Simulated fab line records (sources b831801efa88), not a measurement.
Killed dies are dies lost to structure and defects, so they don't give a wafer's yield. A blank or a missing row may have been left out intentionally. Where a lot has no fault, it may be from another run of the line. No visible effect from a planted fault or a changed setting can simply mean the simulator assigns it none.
fab line records | flow gf180mcu
record: lots: 5 | wafers: 15 | lastDay: 34
route steps=602 shown CONTACT@308 M1@315
lots untouched by any fault: they come from a run of this same line in which no faults occurred
startH: hours from the record's first day to the start of the lot's first wafer shown | waitH: hours since the lot's step before | " repeats the value in the row above | L1.1+2: a row that stands for several wafers | - no value present, or no start provided | * or withheld: withheld | < > ~ a bound
route shown NAME@n: names a module that has steps shown in the file, with the first one's number in the route | usual: mean/standard deviation of fault-free wafers | same: alike in all rows | chamber/n: place in a boat | sites: the reading at each site | _std_site: the values' standard deviation | _edge_site: mean of outer sites minus mean of inner sites | radiusMm: for every site, how far away it sits from the centre of the wafer | mask NAME#n: copy n | behind: tool/chamber where the wafer was last shaped | hold: reason for holding the lot/hours on hold/outcome of the hold | device: names the non-switching transistor (n, p or np) | end of line: at the end of the route, the tests of the same wafers | a step given without rows: its recipe and nothing more | killed: count of dies lost to structure and defects at first sort (not the wafer's yield) | map: the dies of a wafer, with x for killed, . for not killed, _ for no die there
set.NAME: setting as actually run; set.NAME@STEP: the setting as run at that earlier step | model.NAME: the simulator's own value behind a step, which no gauge read
a table for each step, a row for each wafer; lots at some steps of the route
services: a tool's chamber out of use, with start hour (startH, from the record's first day; less than 0 if before it), hours out, and reason
== steps ==
step: GF_CONTACT_CLEAN_21
recipe: chemistry: dHF | timeS: 20 | dilution: 100:1 | dry: ipaMarangoni
lot.wafer  | tool        | chamber | startH | waitH
L077.1+2+4 | wetBench-04 | 0       | 386.77 | 0.0
L083.1+2+6 | wetBench-01 | 1       | 434.80 | 0.0
L087.1+2+4 | wetBench-01 | 3       | 470.87 | 0.0
L089.1+4+5 | wetBench-02 | 3       | 503.99 | 0.0
L094.1+5+6 | wetBench-02 | 0       | 556.85 | 0.0
step: GF_CONTACT_SPUTTER_22
recipe: material: Ti | targetThkNm: 15 | chamberPressurePa: 5 | powerW: 2500 | substrateTempC: 200 | timeS: 80.02
usual: throttleValvePct: 29.5/1.2
lot.wafer | tool          | chamber | startH | waitH | throttleValvePct
L077.1    | pvdSputter-01 | -       | 386.78 | 0.0   | 27.7
L077.2    | "             | -       | "      | "     | 30.0
L077.4    | "             | -       | "      | "     | 30.5
L083.1    | pvdSputter-01 | -       | 434.82 | 0.0   | 30.2
L083.2    | "             | -       | "      | "     | 29.1
L083.6    | "             | -       | "      | "     | 30.2
L087.1    | pvdSputter-02 | -       | 470.88 | 0.0   | 30.0
L087.2    | "             | -       | "      | "     | 27.6
L087.4    | "             | -       | "      | "     | 29.2
L089.1    | pvdSputter-04 | -       | 504.00 | 0.0   | 29.9
L089.4    | "             | -       | "      | "     | 31.9
L089.5    | "             | -       | "      | "     | 30.4
L094.1    | pvdSputter-01 | -       | 556.87 | 0.0   | 30.9
L094.5    | "             | -       | "      | "     | 27.5
L094.6    | "             | -       | "      | "     | 30.5
step: GF_CONTACT_SPUTTER_23
recipe: material: TiN | targetThkNm: 10 | chamberPressurePa: 5 | powerW: 4000 | timeS: 40
usual: throttleValvePct: 29.4/1.2
lot.wafer | tool          | chamber | startH | waitH | throttleValvePct
L077.1    | pvdSputter-01 | -       | 386.84 | 0.0   | 27.6
L077.2    | "             | -       | "      | "     | 30.1
L077.4    | "             | -       | "      | "     | 30.6
L083.1    | pvdSputter-01 | -       | 434.88 | 0.0   | 30.0
L083.2    | "             | -       | "      | "     | 29.0
L083.6    | "             | -       | "      | "     | 30.4
L087.1    | pvdSputter-02 | -       | 470.94 | 0.0   | 29.9
L087.2    | "             | -       | "      | "     | 27.6
L087.4    | "             | -       | "      | "     | 29.3
L089.1    | pvdSputter-04 | -       | 504.06 | 0.0   | 30.0
L089.4    | "             | -       | "      | "     | 31.9
L089.5    | "             | -       | "      | "     | 30.6
L094.1    | pvdSputter-01 | -       | 556.93 | 0.0   | 30.9
L094.5    | "             | -       | "      | "     | 27.4
L094.6    | "             | -       | "      | "     | 30.6
step: GF_CONTACT_CVD_24
recipe: material: W | targetThkNm: 300 | timeS: 90.339 | tempC: 400 | pressureTorr: 40
usual: heaterPowerW: 908/75
lot.wafer | tool    | chamber | startH | waitH | heaterPowerW
L077.1    | cvdW-01 | 1       | 386.88 | 0.0   | 840
L077.2    | "       | 0       | "      | "     | 944
L077.4    | "       | 0       | "      | "     | 939
L083.1    | cvdW-02 | 0       | 434.92 | 0.0   | 991
L083.2    | "       | 1       | "      | "     | 840
L083.6    | "       | 0       | "      | "     | 1000
L087.1    | cvdW-02 | 1       | 470.98 | 0.0   | 838
L087.2    | "       | 0       | "      | "     | 1008
L087.4    | "       | 0       | "      | "     | 977
L089.1    | cvdW-01 | 1       | 504.10 | 0.0   | 833
L089.4    | "       | 1       | "      | "     | 855
L089.5    | "       | 0       | "      | "     | 966
L094.1    | cvdW-02 | 0       | 556.97 | 0.0   | 1019
L094.5    | "       | 1       | "      | "     | 835
L094.6    | "       | 0       | "      | "     | 994
step: GF_CONTACT_RS_MEAS_25
recipe: thkMeasGauge: four-point-probe | reads: W_of_CONTACT_CVD_24+TiN_of_CONTACT_SPUTTER_23+Ti_of_CONTACT_SPUTTER_22
usual: CONTACT_W_RS: 0.382/0.0046
lot.wafer | tool         | chamber | startH | waitH | CONTACT_W_RS[ohm/sq]
L077.1    | filmMetro-04 | -       | 386.98 | 0.1   | 0.374
L077.2    | "            | -       | "      | "     | 0.383
L077.4    | "            | -       | "      | "     | 0.384
L083.1    | filmMetro-04 | -       | 435.07 | 0.1   | 0.380
L083.2    | "            | -       | "      | "     | 0.382
L083.6    | "            | -       | "      | "     | 0.375
L087.1    | filmMetro-04 | -       | 471.08 | 0.1   | 0.387
L087.2    | "            | -       | "      | "     | 0.382
L087.4    | "            | -       | "      | "     | 0.386
L089.1    | filmMetro-03 | -       | 504.20 | 0.1   | 0.389
L089.4    | "            | -       | "      | "     | 0.385
L089.5    | "            | -       | "      | "     | 0.389
L094.1    | filmMetro-03 | -       | 557.07 | 0.1   | 0.380
L094.5    | "            | -       | "      | "     | 0.385
L094.6    | "            | -       | "      | "     | 0.382
step: GF_CONTACT_THK_MEAS_26
recipe: thkMeasGauge: xrf | reads: W_of_CONTACT_CVD_24
usual: CONTACT_W_THK: 306/4.4
lot.wafer | tool         | chamber | startH | waitH | CONTACT_W_THK[nm]
L077.1    | filmMetro-04 | -       | 387.10 | 0.1   | 314
L077.2    | "            | -       | "      | "     | 309
L077.4    | "            | -       | "      | "     | 307
L083.1    | filmMetro-04 | -       | 435.19 | 0.1   | 307
L083.2    | "            | -       | "      | "     | 308
L083.6    | "            | -       | "      | "     | 312
L087.1    | filmMetro-04 | -       | 471.20 | 0.1   | 301
L087.2    | "            | -       | "      | "     | 307
L087.4    | "            | -       | "      | "     | 302
L089.1    | filmMetro-03 | -       | 504.32 | 0.1   | 298
L089.4    | "            | -       | "      | "     | 302
L089.5    | "            | -       | "      | "     | 297
L094.1    | filmMetro-03 | -       | 557.19 | 0.1   | 303
L094.5    | "            | -       | "      | "     | 298
L094.6    | "            | -       | "      | "     | 302
step: GF_CONTACT_CMP_27
recipe: stopOn: SiO2 | downForcePsi: 3.5 | platenRpm: 60 | tOverpolishS: 15 | targetThkNm: 0 | padVelocityMS: 0.94248
usual: motorCurrentA: 10.5/1.6 | overpolishRunS: 15.000/0.0098 | timeToEndpointS: 73/3.2
lot.wafer | tool   | chamber | startH | waitH | motorCurrentA | overpolishRunS | timeToEndpointS
L077.1    | cmp-01 | 0       | 387.16 | 0.1   | 8.5           | 15.012         | 75
L077.4    | "      | 1       | "      | "     | 10.3          | 14.995         | 73
L077.2    | "      | 2       | "      | "     | 12.4          | 14.995         | 69
L083.1    | cmp-02 | 1       | 435.40 | 0.2   | 12.9          | 15.012         | 68
L083.2    | "      | 2       | "      | "     | 11.4          | 15.007         | 71
L083.6    | "      | 1       | "      | "     | 13.2          | 14.994         | 71
L087.4    | cmp-02 | 1       | 471.26 | 0.0   | 12.9          | 15.006         | 71
L087.1    | "      | 2       | "      | "     | 11.9          | 14.985         | 72
L087.2    | "      | 0       | "      | "     | 11.1          | 14.993         | 72
L089.4    | cmp-01 | 0       | 504.38 | 0.0   | 8.5           | 14.990         | 73
L089.1    | "      | 1       | "      | "     | 10.9          | 14.997         | 76
L089.5    | "      | 1       | "      | "     | 10.3          | 15.012         | 75
L094.1    | cmp-01 | 1       | 557.55 | 0.4   | 10.6          | 14.995         | 72
L094.5    | "      | 2       | "      | "     | 12.1          | 14.998         | 70
L094.6    | "      | 3       | "      | "     | 9.2           | 15.003         | 73
step: GF_M1_SPUTTER_00
recipe: material: Ti | targetThkNm: 37.5 | arrivingIonEnergyEv: 80 | substrateTempC: 200 | chamberPressurePa: 2 | powerW: 4000 | timeS: 150
usual: throttleValvePct: 29.5/1.3
lot.wafer | tool          | chamber | startH | waitH | throttleValvePct
L077.1    | pvdSputter-02 | -       | 387.46 | 0.2   | 30.1
L077.2    | "             | -       | "      | "     | 27.5
L077.4    | "             | -       | "      | "     | 29.4
L083.1    | pvdSputter-02 | -       | 435.65 | 0.2   | 29.3
L083.2    | "             | -       | "      | "     | 27.5
L083.6    | "             | -       | "      | "     | 28.8
L087.1    | pvdSputter-01 | -       | 471.56 | 0.2   | 30.6
L087.2    | "             | -       | "      | "     | 29.7
L087.4    | "             | -       | "      | "     | 29.3
L089.1    | pvdSputter-03 | -       | 504.68 | 0.2   | 31.0
L089.4    | "             | -       | "      | "     | 27.7
L089.5    | "             | -       | "      | "     | 27.9
L094.1    | pvdSputter-01 | -       | 557.70 | 0.1   | 31.0
L094.5    | "             | -       | "      | "     | 29.7
L094.6    | "             | -       | "      | "     | 27.5
step: GF_M1_SPUTTER_01
recipe: material: TiN | targetThkNm: 30 | powerW: 6500 | timeS: 25 | chamberPressurePa: 0.4
usual: throttleValvePct: 29.5/1.3
lot.wafer | tool          | chamber | startH | waitH | throttleValvePct
L077.1    | pvdSputter-02 | -       | 387.56 | 0.1   | 30.1
L077.2    | "             | -       | "      | "     | 27.7
L077.4    | "             | -       | "      | "     | 29.4
L083.1    | pvdSputter-02 | -       | 435.75 | 0.1   | 29.2
L083.2    | "             | -       | "      | "     | 27.2
L083.6    | "             | -       | "      | "     | 28.8
L087.1    | pvdSputter-01 | -       | 471.66 | 0.1   | 30.8
L087.2    | "             | -       | "      | "     | 30.0
L087.4    | "             | -       | "      | "     | 29.0
L089.1    | pvdSputter-03 | -       | 504.78 | 0.1   | 31.0
L089.4    | "             | -       | "      | "     | 27.6
L089.5    | "             | -       | "      | "     | 27.7
L094.1    | pvdSputter-01 | -       | 557.80 | 0.1   | 30.7
L094.5    | "             | -       | "      | "     | 30.3
L094.6    | "             | -       | "      | "     | 27.3
step: GF_M1_SPUTTER_02
recipe: material: AlCu | targetThkNm: 450 | powerW: 10600 | timeS: 23.9 | chamberPressurePa: 0.4
usual: throttleValvePct: 29.5/1.3
lot.wafer | tool          | chamber | startH | waitH | throttleValvePct
L077.1    | pvdSputter-02 | -       | 387.59 | 0.0   | 29.9
L077.2    | "             | -       | "      | "     | 27.6
L077.4    | "             | -       | "      | "     | 29.4
L083.1    | pvdSputter-02 | -       | 435.78 | 0.0   | 29.5
L083.2    | "             | -       | "      | "     | 27.6
L083.6    | "             | -       | "      | "     | 28.9
L087.1    | pvdSputter-01 | -       | 471.69 | 0.0   | 30.6
L087.2    | "             | -       | "      | "     | 30.3
L087.4    | "             | -       | "      | "     | 29.0
L089.1    | pvdSputter-03 | -       | 504.81 | 0.0   | 30.7
L089.4    | "             | -       | "      | "     | 27.6
L089.5    | "             | -       | "      | "     | 27.8
L094.1    | pvdSputter-01 | -       | 557.83 | 0.0   | 30.8
L094.5    | "             | -       | "      | "     | 30.1
L094.6    | "             | -       | "      | "     | 27.3
step: GF_M1_SPUTTER_03
recipe: material: Ti | targetThkNm: 10 | substrateTempC: 300 | chamberPressurePa: 0.3 | powerW: 3000 | timeS: 6.7
usual: throttleValvePct: 29.5/1.3
lot.wafer | tool          | chamber | startH | waitH | throttleValvePct
L077.1    | pvdSputter-02 | -       | 387.62 | 0.0   | 30.1
L077.2    | "             | -       | "      | "     | 27.5
L077.4    | "             | -       | "      | "     | 29.5
L083.1    | pvdSputter-02 | -       | 435.81 | 0.0   | 29.3
L083.2    | "             | -       | "      | "     | 27.7
L083.6    | "             | -       | "      | "     | 28.7
L087.1    | pvdSputter-01 | -       | 471.72 | 0.0   | 30.7
L087.2    | "             | -       | "      | "     | 29.9
L087.4    | "             | -       | "      | "     | 29.4
L089.1    | pvdSputter-03 | -       | 504.84 | 0.0   | 30.7
L089.4    | "             | -       | "      | "     | 27.6
L089.5    | "             | -       | "      | "     | 27.7
L094.1    | pvdSputter-01 | -       | 557.86 | 0.0   | 30.6
L094.5    | "             | -       | "      | "     | 30.2
L094.6    | "             | -       | "      | "     | 27.5
step: GF_M1_SPUTTER_04
recipe: material: TiN | targetThkNm: 50 | powerW: 6500 | timeS: 41.7 | chamberPressurePa: 0.4
usual: throttleValvePct: 29.5/1.3
lot.wafer | tool          | chamber | startH | waitH | throttleValvePct
L077.1    | pvdSputter-02 | -       | 387.64 | 0.0   | 29.9
L077.2    | "             | -       | "      | "     | 27.5
L077.4    | "             | -       | "      | "     | 29.3
L083.1    | pvdSputter-02 | -       | 435.83 | 0.0   | 29.4
L083.2    | "             | -       | "      | "     | 27.6
L083.6    | "             | -       | "      | "     | 28.6
L087.1    | pvdSputter-01 | -       | 471.74 | 0.0   | 30.9
L087.2    | "             | -       | "      | "     | 30.3
L087.4    | "             | -       | "      | "     | 29.1
L089.1    | pvdSputter-03 | -       | 504.86 | 0.0   | 30.7
L089.4    | "             | -       | "      | "     | 27.7
L089.5    | "             | -       | "      | "     | 27.9
L094.1    | pvdSputter-01 | -       | 557.88 | 0.0   | 30.7
L094.5    | "             | -       | "      | "     | 30.1
L094.6    | "             | -       | "      | "     | 27.7
step: GF_M1_RS_MEAS_05
recipe: thkMeasGauge: four-point-probe | reads: TiN_of_M1_SPUTTER_04+Ti_of_M1_SPUTTER_03+AlCu_of_M1_SPUTTER_02+TiN_of_M1_SPUTTER_01+Ti_of_M1_SPUTTER_00
usual: M1_ALCU_RS: 0.0697/0.00072
lot.wafer | tool         | chamber | startH | waitH | M1_ALCU_RS[ohm/sq]
L077.1    | filmMetro-04 | -       | 387.68 | 0.0   | 0.0700
L077.2    | "            | -       | "      | "     | 0.0696
L077.4    | "            | -       | "      | "     | 0.0703
L083.1    | filmMetro-04 | -       | 435.87 | 0.0   | 0.0697
L083.2    | "            | -       | "      | "     | 0.0687
L083.6    | "            | -       | "      | "     | 0.0692
L087.1    | filmMetro-01 | -       | 471.78 | 0.0   | 0.0714
L087.2    | "            | -       | "      | "     | 0.0707
L087.4    | "            | -       | "      | "     | 0.0700
L089.1    | filmMetro-04 | -       | 504.90 | 0.0   | 0.0701
L089.4    | "            | -       | "      | "     | 0.0704
L089.5    | "            | -       | "      | "     | 0.0707
L094.1    | filmMetro-01 | -       | 557.92 | 0.0   | 0.0695
L094.5    | "            | -       | "      | "     | 0.0692
L094.6    | "            | -       | "      | "     | 0.0692
step: GF_M1_THK_MEAS_06
recipe: thkMeasGauge: xrf | reads: AlCu_of_M1_SPUTTER_02
usual: M1_ALCU_THK: 446/5.2
lot.wafer | tool         | chamber | startH | waitH | M1_ALCU_THK[nm]
L077.1    | filmMetro-04 | -       | 387.80 | 0.1   | 444
L077.2    | "            | -       | "      | "     | 446
L077.4    | "            | -       | "      | "     | 441
L083.1    | filmMetro-04 | -       | 435.99 | 0.1   | 445
L083.2    | "            | -       | "      | "     | 453
L083.6    | "            | -       | "      | "     | 448
L087.1    | filmMetro-01 | -       | 471.90 | 0.1   | 434
L087.2    | "            | -       | "      | "     | 440
L087.4    | "            | -       | "      | "     | 447
L089.1    | filmMetro-04 | -       | 505.02 | 0.1   | 440
L089.4    | "            | -       | "      | "     | 440
L089.5    | "            | -       | "      | "     | 436
L094.1    | filmMetro-01 | -       | 558.04 | 0.1   | 451
L094.5    | "            | -       | "      | "     | 453
L094.6    | "            | -       | "      | "     | 452
step: GF_M1_DEHYDRATE_07
recipe: tempC: 200 | timeS: 60
lot.wafer  | tool          | chamber | startH | waitH
L077.1+2+4 | lithoTrack-02 | 0       | 397.98 | 10.2
L083.1+2+6 | lithoTrack-01 | 0       | 447.13 | 11.1
L087.1+2+4 | lithoTrack-04 | 0       | 483.56 | 11.6
L089.1+4+5 | lithoTrack-01 | 0       | 516.18 | 11.2
L094.1+5+6 | lithoTrack-04 | 0       | 568.26 | 10.2
step: GF_M1_HMDS_08
recipe: primeTimeS: 60 | primeTempC: 120
lot.wafer  | tool          | chamber | startH | waitH
L077.1+2+4 | lithoTrack-02 | 0       | 398.13 | 0.1
L083.1+2+6 | lithoTrack-01 | 0       | 447.28 | 0.1
L087.1+2+4 | lithoTrack-04 | 0       | 483.71 | 0.1
L089.1+4+5 | lithoTrack-01 | 0       | 516.33 | 0.1
L094.1+5+6 | lithoTrack-04 | 0       | 568.41 | 0.1
step: GF_M1_COAT_09
recipe: resist: KrF | spinRpm: withheld | resistThkNm: 1000
lot.wafer  | tool          | chamber | startH | waitH
L077.1+2+4 | lithoTrack-02 | 0       | 398.28 | 0.1
L083.1+2+6 | lithoTrack-01 | 0       | 447.43 | 0.1
L087.1+2+4 | lithoTrack-04 | 0       | 483.86 | 0.1
L089.1+4+5 | lithoTrack-01 | 0       | 516.48 | 0.1
L094.1+5+6 | lithoTrack-04 | 0       | 568.56 | 0.1
step: GF_M1_SOFTBAKE_10
recipe: tempC: 130 | timeS: 60 | resist: KrF
lot.wafer  | tool          | chamber | startH | waitH
L077.1+2+4 | lithoTrack-02 | 0       | 398.43 | 0.1
L083.1+2+6 | lithoTrack-01 | 0       | 447.58 | 0.1
L087.1+2+4 | lithoTrack-04 | 0       | 484.01 | 0.1
L089.1+4+5 | lithoTrack-01 | 0       | 516.63 | 0.1
L094.1+5+6 | lithoTrack-04 | 0       | 568.71 | 0.1
step: GF_M1_EXPOSE_11
recipe: maskId: Metal1 | targetCdNm: 230 | na: 0.68 | sourceShape: conventional | sigmaOuter: 0.6 | doseMj: 28
usual: focusOffsetNm: 0.1/0.46
lot.wafer | tool          | chamber | startH | waitH | mask     | focusOffsetNm
L077.1    | krfScanner-01 | 0       | -      | -     | Metal1#0 | 0.3
L077.2    | "             | 0       | "      | "     | Metal1#0 | 0.7
L077.4    | "             | 0       | "      | "     | Metal1#0 | -0.1
L083.1    | krfScanner-01 | 0       | -      | -     | Metal1#0 | 0.3
L083.2    | "             | 0       | "      | "     | Metal1#0 | -0.1
L083.6    | "             | 0       | "      | "     | Metal1#0 | -0.2
L087.1    | krfScanner-02 | 0       | -      | -     | Metal1#0 | 0.2
L087.2    | "             | 0       | "      | "     | Metal1#0 | -0.3
L087.4    | "             | 0       | "      | "     | Metal1#0 | 0.2
L089.1    | krfScanner-02 | 0       | -      | -     | Metal1#0 | 0.3
L089.4    | "             | 0       | "      | "     | Metal1#0 | -0.1
L089.5    | "             | 0       | "      | "     | Metal1#0 | 0.6
L094.1    | krfScanner-02 | 0       | -      | -     | Metal1#0 | 0.1
L094.5    | "             | 0       | "      | "     | Metal1#0 | 0.2
L094.6    | "             | 0       | "      | "     | Metal1#0 | -0.2
step: GF_M1_PEB_12
recipe: pebTempC: 135 | pebTimeS: 90 | resist: KrF
lot.wafer  | tool          | chamber | startH | waitH
L077.1+2+4 | lithoTrack-04 | 0       | -      | -
L083.1+2+6 | lithoTrack-04 | 0       | -      | -
L087.1+2+4 | lithoTrack-02 | 0       | -      | -
L089.1+4+5 | lithoTrack-02 | 0       | -      | -
L094.1+5+6 | lithoTrack-04 | 0       | -      | -
step: GF_M1_DEVELOP_13
recipe: developTimeS: 60 | devTempC: 21
lot.wafer  | tool          | chamber | startH | waitH
L077.1+2+4 | lithoTrack-04 | 0       | 410.32 | 0.2
L083.1+2+6 | lithoTrack-04 | 0       | 459.76 | 0.2
L087.1+2+4 | lithoTrack-02 | 0       | 495.33 | 0.2
L089.1+4+5 | lithoTrack-02 | 0       | 527.88 | 0.2
L094.1+5+6 | lithoTrack-04 | 0       | 578.91 | 0.2
step: GF_M1_CD_MEAS_14
recipe: targetCdNm: 230
usual: cdNm: 229.5/1.2
lot.wafer | tool     | chamber | startH | waitH | cdNm
L077.1    | cdSem-02 | -       | 410.47 | 0.1   | 229.8
L077.2    | "        | -       | "      | "     | 228.6
L077.4    | "        | -       | "      | "     | 228.3
L083.1    | cdSem-01 | -       | 459.91 | 0.1   | 229.5
L083.2    | "        | -       | "      | "     | 229.3
L083.6    | "        | -       | "      | "     | 229.6
L087.1    | cdSem-02 | -       | 495.48 | 0.1   | 229.8
L087.2    | "        | -       | "      | "     | 231.1
L087.4    | "        | -       | "      | "     | 231.0
L089.1    | cdSem-02 | -       | 528.03 | 0.1   | 228.6
L089.4    | "        | -       | "      | "     | 228.7
L089.5    | "        | -       | "      | "     | 230.7
L094.1    | cdSem-01 | -       | 579.06 | 0.1   | 230.5
L094.5    | "        | -       | "      | "     | 231.3
L094.6    | "        | -       | "      | "     | 229.5
== services ==
tool          | chamber | startH | hours | kind
krfScanner-02 | -       | 364.65 | 0.8   | pm
pvdSputter-02 | -       | 367.80 | 0.7   | repair
cvdW-02       | -       | 372.33 | 1.0   | repair
krfScanner-02 | -       | 374.03 | 4.0   | pm
cmp-01        | -       | 377.08 | 0.4   | repair
cvdW-02       | -       | 390.00 | 14.0  | pm
cmp-01        | -       | 404.23 | 4.0   | pm
cmp-01        | -       | 429.59 | 0.6   | repair
krfScanner-02 | -       | 432.24 | 1.0   | pm
cmp-01        | -       | 433.08 | 6.9   | pm
cmp-01        | -       | 439.94 | 12.1  | pm
cvdW-02       | 1       | 441.48 | 8.4   | repair
krfScanner-02 | -       | 461.60 | 1.3   | pm
cvdW-02       | -       | 464.90 | 0.3   | repair
pvdSputter-03 | -       | 471.31 | 2.8   | repair
pvdSputter-02 | -       | 472.22 | 7.4   | repair
pvdSputter-01 | -       | 492.24 | 3.8   | repair
cmp-01        | -       | 495.25 | 1.0   | repair
pvdSputter-03 | -       | 508.64 | 2.2   | repair
pvdSputter-01 | -       | 520.43 | 4.7   | repair
pvdSputter-03 | -       | 533.64 | 3.5   | repair
pvdSputter-03 | -       | 534.26 | 10.8  | repair
pvdSputter-02 | -       | 552.20 | 2.9   | repair
pvdSputter-01 | -       | 558.29 | 4.2   | repair
== key ==
fault none
